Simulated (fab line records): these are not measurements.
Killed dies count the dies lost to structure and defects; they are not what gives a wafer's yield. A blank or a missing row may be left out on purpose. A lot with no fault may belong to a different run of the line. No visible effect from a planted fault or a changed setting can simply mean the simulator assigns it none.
What tool caused it? | flow gf180mcu | 39 wafers from 13 lots sampled at 4 of the route's 602 steps

## WHAT THE GAUGES READ, wafer by wafer
GF_PSD_RS_MEAS_15: a four-point-probe measurement. Usual: PSD_RS gives 108.46 ohm/sq (standard deviation 0.24).
lot  | measured     | on            | PSD_RS (ohm/sq)      | flag
L610 | day 15 12:58 | film_metro-04 | 108.02 108.47 108.24 |
L611 | day 16 02:52 | film_metro-03 | 108.70 108.39 108.49 |
L612 | day 16 06:31 | film_metro-01 | 108.48 108.17 107.86 |
L613 | day 16 19:58 | film_metro-03 | 108.71 108.60 108.67 |
L614 | day 17 02:37 | film_metro-03 | 108.63 109.08 108.67 |
L619 | day 18 22:52 | film_metro-01 | 108.71 108.63 108.42 |
L620 | day 19 02:26 | film_metro-04 | 108.63 108.50 108.86 |
L621 | day 19 16:40 | film_metro-03 | 108.48 108.77 108.53 |
L625 | day 21 00:02 | film_metro-01 | 108.26 108.50 108.44 |
L626 | day 21 04:22 | film_metro-04 | 108.29 108.44 108.55 |
L627 | day 21 16:58 | film_metro-01 | 108.86 108.57 108.35 |
L628 | day 22 01:40 | film_metro-03 | 108.39 108.62 108.49 |
L629 | day 22 10:55 | film_metro-01 | 108.29 108.28 108.28 |

GF_SALICIDE_RS_MEAS_04: a four-point-probe measurement. Usual: SALICIDE_TIN_RS gives 16.38 ohm/sq (standard deviation 0.27).
lot  | measured     | on            | SALICIDE_TIN_RS (ohm/sq)            | flag
L610 | day 16 11:56 | film_metro-01 | 16.03 16.43 16.21                   |
L611 | day 17 02:10 | film_metro-04 | 16.41 16.10 16.55                   |
L612 | day 17 05:32 | film_metro-04 | 16.55 16.50 16.48                   |
L613 | day 17 19:47 | film_metro-04 | 16.50 16.23 16.21                   |
L614 | day 18 02:22 | film_metro-01 | 16.17 16.09 16.09                   |
L619 | day 19 23:23 | film_metro-04 | 58.05 57.77 57.16 58.00 57.74 57.14 | OFF
L620 | day 20 02:36 | film_metro-01 | 57.84 58.37 57.69 57.98 58.24 57.79 | OFF
L621 | day 20 17:09 | film_metro-02 | 58.72 60.40 59.23 58.71 60.22 59.01 | OFF
L625 | day 21 23:29 | film_metro-04 | 16.08 16.09 16.18                   |
L626 | day 22 04:14 | film_metro-04 | 15.92 16.04 15.83                   |
L627 | day 22 17:13 | film_metro-04 | 16.45 16.11 16.42                   |
L628 | day 23 01:05 | film_metro-01 | 16.38 16.44 16.16                   |
L629 | day 23 10:17 | film_metro-02 | 16.68 16.62 16.53                   |

## WHAT TOOL EACH LOT RAN ON (gives the tool, then ch and the chambers of the sampled wafers, and finally the start)
lot  | GF_SAB_STRIP_13                      | GF_SALICIDE_SPUTTER_02
L610 | plasma_asher-01 ch 0,1, day 16 11:41 | pvd_sputter-02, day 16 11:53
L611 | plasma_asher-03 ch 0,1, day 17 01:55 | pvd_sputter-03, day 17 02:04
L612 | plasma_asher-04 ch 0,1, day 17 05:17 | pvd_sputter-01, day 17 05:29
L613 | plasma_asher-01 ch 0,1, day 17 19:32 | pvd_sputter-01, day 17 19:41
L614 | plasma_asher-03 ch 0,1, day 18 02:07 | pvd_sputter-02, day 18 02:18
L619 | plasma_asher-03 ch 0,1, day 19 23:08 | pvd_sputter-01, day 19 23:20
L620 | plasma_asher-03 ch 1, day 20 02:20   | pvd_sputter-02, day 20 02:32
L621 | plasma_asher-01 ch 0,1, day 20 16:55 | pvd_sputter-03, day 20 17:06
L625 | plasma_asher-01 ch 0,1, day 21 23:14 | pvd_sputter-01, day 21 23:23
L626 | plasma_asher-01 ch 0, day 22 03:59   | pvd_sputter-03, day 22 04:11
L627 | plasma_asher-01 ch 0,1, day 22 16:56 | pvd_sputter-02, day 22 17:10
L628 | plasma_asher-01 ch 0,1, day 23 00:51 | pvd_sputter-02, day 23 01:02
L629 | plasma_asher-04 ch 0,1, day 23 10:02 | pvd_sputter-01, day 23 10:14
- GF_SAB_STRIP_13: strips in O2/N2.
- GF_SALICIDE_SPUTTER_02: material Co, target thk 10 nm, time 20 s.

## AS READ BY THE TOOLS THEMSELVES (means over the sampled wafers that have a number; for cases with no such wafer, the mark the record gives instead)
GF_SAB_STRIP_13. Usual: drypump_motor_current_A 5.7 A, standard deviation 0.54; heater_power_w 313 W, standard deviation 37; oes_product_au 0.710 a.u., standard deviation 0.0046; strip_time_to_endpoint_s 12.61 s, standard deviation 0.031.
lot  | tool            | drypump_motor_current_A (A) | heater_power_w (W) | oes_product_au (a.u.) | strip_time_to_endpoint_s (s) | flag
L610 | plasma_asher-01 | 5.3                         | 307                | 0.709                 | 12.58                        |
L611 | plasma_asher-03 | 6.3                         | 290                | 0.711                 | 12.59                        |
L612 | plasma_asher-04 | 6.0                         | 312                | 0.709                 | 12.59                        |
L613 | plasma_asher-01 | 5.2                         | 330                | 0.710                 | 12.61                        |
L614 | plasma_asher-03 | 6.4                         | 327                | 0.710                 | 12.59                        |
L619 | plasma_asher-03 | 6.4                         | 324                | 0.713                 | 12.60                        |
L620 | plasma_asher-03 | 6.5                         | 363                | 0.707                 | 12.63                        |
L621 | plasma_asher-01 | 5.2                         | 323                | 0.708                 | 12.59                        |
L625 | plasma_asher-01 | 5.2                         | 333                | 0.708                 | 12.59                        |
L626 | plasma_asher-01 | 5.5                         | 286                | 0.713                 | 12.65                        |
L627 | plasma_asher-01 | 5.3                         | 308                | 0.713                 | 12.66                        |
L628 | plasma_asher-01 | 5.2                         | 326                | 0.708                 | 12.55                        |
L629 | plasma_asher-04 | 5.9                         | 310                | 0.710                 | 12.62                        |

GF_SALICIDE_SPUTTER_02. Usual: cathode_dc_power_W 1000.0 W, standard deviation 0.18; chamber_pressure_pa 0.3999 Pa, standard deviation 0.00075; throttle_valve_pct 30.3 %, standard deviation 0.62.
lot  | tool           | cathode_dc_power_W (W) | chamber_pressure_pa (Pa) | throttle_valve_pct (%) | flag
L610 | pvd_sputter-02 | 1000.1                 | 0.3991                   | 30.7                   |
L611 | pvd_sputter-03 | 1000.2                 | 0.3997                   | 30.9                   |
L612 | pvd_sputter-01 | 1000.1                 | 0.3992                   | 29.4                   |
L613 | pvd_sputter-01 | 1000.0                 | 0.4001                   | 29.4                   |
L614 | pvd_sputter-02 | 1000.0                 | 0.4000                   | 30.5                   |
L619 | pvd_sputter-01 | -                      | -                        | -                      | OFF
L620 | pvd_sputter-02 | -                      | -                        | -                      | OFF
L621 | pvd_sputter-03 | -                      | -                        | -                      | OFF
L625 | pvd_sputter-01 | 1000.1                 | 0.4001                   | 29.5                   |
L626 | pvd_sputter-03 | 1000.2                 | 0.3996                   | 30.2                   |
L627 | pvd_sputter-02 | 999.9                  | 0.3988                   | 30.7                   |
L628 | pvd_sputter-02 | 1000.0                 | 0.3995                   | 30.5                   |
L629 | pvd_sputter-01 | 1000.0                 | 0.3996                   | 29.9                   |

## THE ANSWER, worked out from the rows above alone
Rule: take the mean of a lot's wafers that have a number; if it is more than 3 standard deviations from the usual mean, the lot is off. Also off: a lot with no number at a reading for which 4 or more lots have one. The other lots that the step has rows for count as sound. First the gauges in route order, then the tools' own readings, where a lot's mean is used as printed above. The first step at which some lot is off is used, and at that step the reading that is off furthest; a lot without a number counts as furthest.
Off: at GF_SALICIDE_RS_MEAS_04 (SALICIDE_TIN_RS), L619, L620, L621.
If a tool, at a process step before that reading, ran all the lots that are off and no sound lot after the first of them, it fits. Not tried: the gauges at GF_SALICIDE_RS_MEAS_04; whatever is off there is also off at GF_SALICIDE_SPUTTER_02, on other tools, and gauge error can't account for it. Of those tried, none fits.

## WHAT HAD BEEN PUT IN BY THE SIMULATOR
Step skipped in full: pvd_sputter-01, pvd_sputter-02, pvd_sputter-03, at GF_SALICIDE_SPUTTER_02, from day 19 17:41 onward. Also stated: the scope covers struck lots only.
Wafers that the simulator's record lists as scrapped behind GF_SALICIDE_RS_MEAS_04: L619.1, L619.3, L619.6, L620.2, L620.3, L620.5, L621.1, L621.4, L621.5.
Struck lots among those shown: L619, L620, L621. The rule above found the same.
